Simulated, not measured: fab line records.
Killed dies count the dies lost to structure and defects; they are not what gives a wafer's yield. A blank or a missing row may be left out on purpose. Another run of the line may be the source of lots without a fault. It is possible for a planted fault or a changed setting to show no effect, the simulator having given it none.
Which tool did it?    flow gf180mcu    30 wafers from 10 lots sampled at 4 of the route's 602 steps

WHAT THE GAUGES READ, wafer by wafer
GF_M4_RS_MEAS_05: the measuring method here is four-point-probe.
lot   measured      on            M4_ALCU_RS (ohm/sq)
L742  day 22 09:17  filmMetro-02  0.0702 0.0701 0.0708
L743  day 23 01:46  filmMetro-02  0.0700 0.0694 0.0693
L745  day 23 11:22  filmMetro-02  0.0687 0.0683 0.0691
L749  day 25 04:45  filmMetro-02  0.0703 0.0692 0.0701
L751  day 25 11:04  filmMetro-03  0.0691 0.0687 0.0694
L754  day 26 10:42  filmMetro-03  0.0924 0.0691 0.0693
L757  day 28 01:32  filmMetro-01  0.0927 0.0708 0.0930
L759  day 28 04:11  filmMetro-02  0.0707 0.0707 0.0699
L761  day 29 01:09  filmMetro-01  0.0694 0.0688 0.0696
L764  day 29 15:10  filmMetro-02  0.0697 0.0703 0.0694

WHAT TOOL EACH LOT RAN ON (gives the tool, then ch and the chambers of the sampled wafers, and finally the start)
lot   GF_V2_ETCH_17                                 GF_V3_SPUTTER_21             GF_M4_SPUTTER_02
L742  rieDiel-01 ch 1,3, day 22 08:23 or earlier    pvdSputter-02, day 22 08:23  pvdSputter-01, day 22 09:12
L743  rieDiel-03 ch 0,2, day 23 00:52 or earlier    pvdSputter-02, day 23 00:52  pvdSputter-04, day 23 01:41
L745  rieDiel-01 ch 0,1,2, day 23 10:27 or earlier  pvdSputter-01, day 23 10:27  pvdSputter-02, day 23 11:17
L749  rieDiel-04 ch 1,2, day 25 03:50 or earlier    pvdSputter-03, day 25 03:50  pvdSputter-04, day 25 04:40
L751  rieDiel-01 ch 1,2, day 25 09:59 or earlier    pvdSputter-02, day 25 09:59  pvdSputter-02, day 25 10:58
L754  rieDiel-04 ch 0,3, day 26 09:47 or earlier    pvdSputter-02, day 26 09:47  pvdSputter-04, day 26 10:37
L757  rieDiel-03 ch 1,2, day 28 00:16 or earlier    pvdSputter-03, day 28 00:16  pvdSputter-04, day 28 01:25
L759  rieDiel-04 ch 1,2,3, day 28 03:10 or earlier  pvdSputter-03, day 28 03:10  pvdSputter-02, day 28 04:05
L761  rieDiel-01 ch 0,2, day 29 00:04 or earlier    pvdSputter-02, day 29 00:04  pvdSputter-02, day 29 01:04
L764  rieDiel-04 ch 0,2,3, day 29 14:15 or earlier  pvdSputter-03, day 29 14:15  pvdSputter-02, day 29 15:04
- GF_V2_ETCH_17: etches SiO2 in C4F8/O2/Ar, stops on TiN, target depth 630 nm.
- GF_V3_SPUTTER_21: material Ti, target thk 15 nm, time 80.02 s.
- GF_M4_SPUTTER_02: material AlCu, target thk 450 nm, time 23.9 s.

THE ANSWER, worked out from the rows above alone
Rule: what is usual is taken from the lots themselves. The widest of any qualifying gaps counts: lots, ordered by their means at a reading, are off when they make up no more than a third of the lots, leave a main group of 4 or more, and stand apart from it by 3 or more times the standard deviation of that group's means. If all means in a main group match to the digits the tables above print for the reading, that group is not used. Also off: a lot with no number at a reading for which 4 or more lots have one. Where the step has rows for the other lots, those lots are counted as sound.
Off: at GF_M4_RS_MEAS_05 (M4_ALCU_RS), L754, L757. The main group: mean 0.0696 ohm/sq, standard deviation 0.00057.
If a tool, at a process step before that reading, ran all the lots that are off and no sound lot after the first of them, it fits. The gauges at GF_M4_RS_MEAS_05 are tried like those tools. Because GF_V2_ETCH_17 lacks a start for some lots, the hours and order of its lots are taken from GF_V3_SPUTTER_21. One fits: GF_M4_SPUTTER_02 on pvdSputter-04. Its last sound lot is L749 (day 25 04:40), its first lot that is off L754 (day 26 10:37): a fault that began between those two fits.

WHAT HAD BEEN PUT IN BY THE SIMULATOR
Site profile drift: pvdSputter-04, from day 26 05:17 on, at GF_M4_SPUTTER_02. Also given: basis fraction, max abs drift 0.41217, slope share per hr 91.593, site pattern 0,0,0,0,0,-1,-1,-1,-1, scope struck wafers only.
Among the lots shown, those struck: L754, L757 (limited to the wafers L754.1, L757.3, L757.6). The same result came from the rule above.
